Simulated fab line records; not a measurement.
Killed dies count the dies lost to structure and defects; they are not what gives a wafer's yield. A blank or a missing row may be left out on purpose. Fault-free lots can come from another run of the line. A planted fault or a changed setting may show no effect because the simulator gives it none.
A lot that was struck, set against a sound lot	flow sky130	37 steps out of a route of 708
Sound: the wafers L609.1, L609.2, L609.4. Wafers struck: L599.1, L599.3, L599.6. The cause comes at the end.
At each step with rows: each side's tool, then ch and its chambers, then its first start. Under that, the readings that differ: sound wafers	struck wafers	difference of the means	sigmas: that difference in standard deviations of wafers without a fault.
alike: a reading whose means differ by less than 2 such deviations, as well as words and numbers matching on both sides. not compared: withheld readings; readings where some wafer has no value; bounds like >300 that might hide an equal value; numbers whose values overlap and for which the record gives no deviation.
Wherever a step has rows on one side only, a row that says differs or no value, or a row with sigmas, the two part there. Numbers that have no deviation but don't overlap get no sigmas and don't part them. Lack of a reading on every wafer of one side parts them only where that side has two or more wafers.

first, 10 steps without rows for these wafers: SKY_LDD_LDN_SOFTBAKE_03 (time 60 s); SKY_LDD_LDN_EXPOSE_04 (exposes mask LDNTM, target cd 700 nm); SKY_LDD_LDN_PEB_05; SKY_LDD_LDN_DEVELOP_06 (develop time 60 s); SKY_LDD_LDN_IMPLANT_08; SKY_LDD_LDN_IMPLANT_09; SKY_LDD_LDN_IMPLANT_10; SKY_LDD_LDN_IMPLANT_11; SKY_LDD_LDN_STRIP_12 (strips in O2/N2); SKY_LDD_LDN_CLEAN_14 (cleans in SC1/SC2, time 150 s).
SKY_SPACER_CVD_00: deposits Si3N4 from DCS/NH3, target thk 43.1 nm, time 740 s.
  sound on lpcvd-02 ch 1, day 28 22:50; struck on lpcvd-02 ch 0, day 25 08:23
reading	sound	struck	difference	sigmas
pressure-mtorr (mTorr)	250.5 249.7 250.4	125.8 125.2 125.9	-124.6	-99 or more
model.Si3N4_of_SPACER_CVD_00.thk-nm (nm)	42.85 43.16 43.11	35.31 35.59 35.54	-7.56	
SKY_SPACER_THK_MEAS_01:
  struck on film-metro-04, day 25 09:36; sound on film-metro-03, day 29 00:03
reading	sound	struck	difference	sigmas
SPACER_CVD_00_THK (nm)	42.9 43.2 43.1	35.3 35.6 35.5	-7.6	-17
SKY_SPACER_ETCHBACK_02: etches Si3N4 in CH3F/O2, stops on SiO2, time 46.7 s, target depth 45 nm.
  sound on rie-diel-01 ch 0,3, day 29 00:07; struck on rie-diel-03 ch 0,1,3, day 25 09:40
reading	sound	struck	difference	sigmas
oes-product-au (a.u.)	0.839 0.861 0.855	0.771 0.773 0.776	-0.078	-10
model.etch.depth-nm (nm)	42.85 43.16 43.11	35.31 35.59 35.54	-7.56	
  alike: drypump-motor-current-A, throttle-valve-pct
  not compared: rf-hours-counter-h
then, 22 steps without rows for these wafers: SKY_POLY_CUT_DEHYDRATE_00 (time 60 s); SKY_POLY_CUT_HMDS_01 (prime time 60 s); SKY_POLY_CUT_COAT_02 (resist thk 60 nm); SKY_POLY_CUT_COAT_03 (resist thk 450 nm); SKY_POLY_CUT_SOFTBAKE_04 (time 90 s); SKY_POLY_CUT_EXPOSE_05 (exposes mask NPCM, target cd 270 nm); SKY_POLY_CUT_PEB_06; SKY_POLY_CUT_DEVELOP_07 (develop time 60 s); SKY_POLY_CUT_ETCH_10 (etches BARC in N2/H2, stops on SiO2, time 45.9 s, target depth 60 nm); SKY_POLY_CUT_ETCH_11 (etches Si3N4 in CF4/CH2F2/Ar, stops on poly-Si, time 42.5 s, target depth 60 nm); SKY_POLY_CUT_STRIP_12 (strips in O2/N2); SKY_SD_P_DEHYDRATE_00 (time 60 s); SKY_SD_P_HMDS_01 (prime time 60 s); SKY_SD_P_COAT_02 (resist thk 1140 nm); SKY_SD_P_SOFTBAKE_03 (time 60 s); SKY_SD_P_EXPOSE_04 (exposes mask PSDM, target cd 380 nm); SKY_SD_P_PEB_05; SKY_SD_P_DEVELOP_06 (develop time 60 s); SKY_SD_P_IMPLANT_09; SKY_SD_P_STRIP_10 (strips in O2/N2); SKY_RES_XHIGH_DEHYDRATE_00 (time 60 s); SKY_RES_XHIGH_HMDS_01 (prime time 60 s).
-- the record jumps here: 5 days lie between the struck wafers' starts before and after (it left off in module RES_XHIGH and takes up again in module SALICIDE, whose first step shown is number 361 of the route) --
SKY_SALICIDE_CLEAN_00: cleans in HF-last, time 30 s.
  sound on wet-bench-01 ch 3, day 33 14:27; struck on wet-bench-03 ch 1, day 30 07:46
reading	sound	struck	difference	sigmas
model.Si3N4_of_SPACER_CVD_00.thk-nm (nm)	41.86 42.16 42.11	34.31 34.59 34.54	-7.56	
-- the record jumps here: 17 days lie between the struck wafers' starts before and after (it left off in module SALICIDE and takes up again in module PAD_OPEN, whose first step shown is number 708 of the route) --
SKY_PAD_OPEN_PROBE_99:
  struck on prober-02, day 47 14:46; sound on prober-01, day 49 20:58
reading	sound	struck	difference	sigmas
model.etest.pfet_01v8.r-on-ohm-um	2883 2847	2612 2659 2569	-252	
model.etest.nfet-g5v0d10v5.r-on-ohm-um	1885 1876	1845 1844 1826	-42	
model.etest.sonos-uncharged.r-on-ohm-um	837.9 804.2	773.7 784 765.8	-46.5	
model.etest.pfet_01v8.drive-ua-um	194 197.7	218.4 212.7 221.5	+21.7	
model.etest.sram-pfet-latch.drive-ua-um	144.4 151.4	161.9 155.2 163.7	+12.4	
model.etest.pfet_01v8_hvt.drive-ua-um	146.7 147	164.4 158.5 164.8	+15.7	
model.etest.pfet_01v8_mvt.drive-ua-um	155.8 155	163.5 162.3 165.9	+8.5	
model.etest.pfet_01v8_lvt.drive-ua-um	176.5 176.9	179.6 181.5 182.8	+4.6	
  alike: killed_at_M0_to_M3, killed_at_M4_up, killed-at-contacts, killed-at-front-end, killed-at-other, killed-dies, killed-on-rim, killed-open, killed-short

WHERE THEY PART
Last at SKY_SPACER_ETCHBACK_02 as far as this record goes, first at SKY_SPACER_CVD_00. Later steps at which nothing parts them and some readings are alike: SKY_PAD_OPEN_PROBE_99.

WHY: the cause the simulator had injected
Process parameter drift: lpcvd-02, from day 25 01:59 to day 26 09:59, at SKY_SPACER_CVD_00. The setting pressure-mtorr was moved by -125, starting from 250. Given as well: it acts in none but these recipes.
